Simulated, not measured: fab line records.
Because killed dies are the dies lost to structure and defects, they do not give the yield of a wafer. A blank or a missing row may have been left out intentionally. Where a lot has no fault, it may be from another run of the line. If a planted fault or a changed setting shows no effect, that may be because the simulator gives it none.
Problem report in the 8D (eight disciplines) form, filled by code || flow sky130 || the parts of the form that need people (team, actions taken, sign-off) are left out

## 1. THE PROBLEM
At SKY_VIA2_ETCH_15, rf fwd power W averages 1730 W over 9 wafers from 3 lots, while fault-free wafers read 1491 W, standard deviation 5.2. Relative to the usual mean, that is a shift of +46 standard deviations.
The step: etches SiO2 in C4F8/O2/Ar, stops on TiN, target depth 546 nm, time 84 s.
First seen on wafer L553.3, day 41 23:59, on rie diel-03. Wafers with a number at this step in the record: 42, from 14 lots. Rule for "out", or "out of limits": more than 4 standard deviations from the usual mean. Any other wafer with a number is counted as sound.

## 2. WHAT IT IS, WHAT IT ISN'T
{"question": "which readings at this step", "is": "rf fwd power W", "is not": "oes product au"}
{"question": "which lots", "is": "L553, L554, L555", "is not": "L540, L541, L542, L543, L545, L546, L547, L548, L550, L556, L559"}
{"question": "which wafers of those lots", "is": "all that have a number", "is not": "-"}
{"question": "read on which tools", "is": "rie diel-03", "is not": "rie diel-01, rie diel-04"}
{"question": "when", "is": "from day 41 23:59", "is not": "up to then (27 sound wafers); but 6 sound wafers of L556, L559 came after"}

## 3. WHAT RULES OUT EACH SUSPECT
Counting: a tool stays on the suspect list if, at a process step up to the reading, it processed all lots that are out and no sound lot following the first of them.
- rie diel-03 at SKY_VIA2_ETCH_15 (etches SiO2 in C4F8/O2/Ar, stops on TiN, target depth 546 nm, time 84 s): kept. It ran every lot that is out, first L553 (day 41 23:59), and no sound lot after that; its last sound lot up to then is L550 (day 41 01:36). On those wafers its own readings are out: rf fwd power W.
Remaining after the count: rie diel-03 at SKY_VIA2_ETCH_15.

## 4. THE CAUSE (what the simulator had put in)
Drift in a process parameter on rie diel-03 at SKY_VIA2_ETCH_15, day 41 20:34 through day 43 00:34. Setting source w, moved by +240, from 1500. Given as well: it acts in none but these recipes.
After counting, this tool was the only one left.

## 5. THE EFFECT CHAIN, in route order
Each row: a reading whose mean over the struck wafers that have a number lies more than 3 standard deviations from the usual. Scope: only readings with a usual standard deviation given in the record; hours: median across lots of the time from each lot's start at the first step in this table that gives one to its start at this step; sigmas: change in usual standard deviations.
{"hours": 0, "step": "SKY_VIA2_ETCH_15", "reading": "rf fwd power W", "usual": "1491 W", "on struck wafers": 1730, "change": "+239", "sigmas": "+46"}
Its process steps:
- SKY_VIA2_ETCH_15: etches SiO2 in C4F8/O2/Ar, stops on TiN, target depth 546 nm, time 84 s.

## 6. HOW IT WOULD HAVE BEEN CAUGHT EARLIER
The fault began at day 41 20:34; the first out-of-limits reading in this record came at day 41 23:59, 3 hours later.
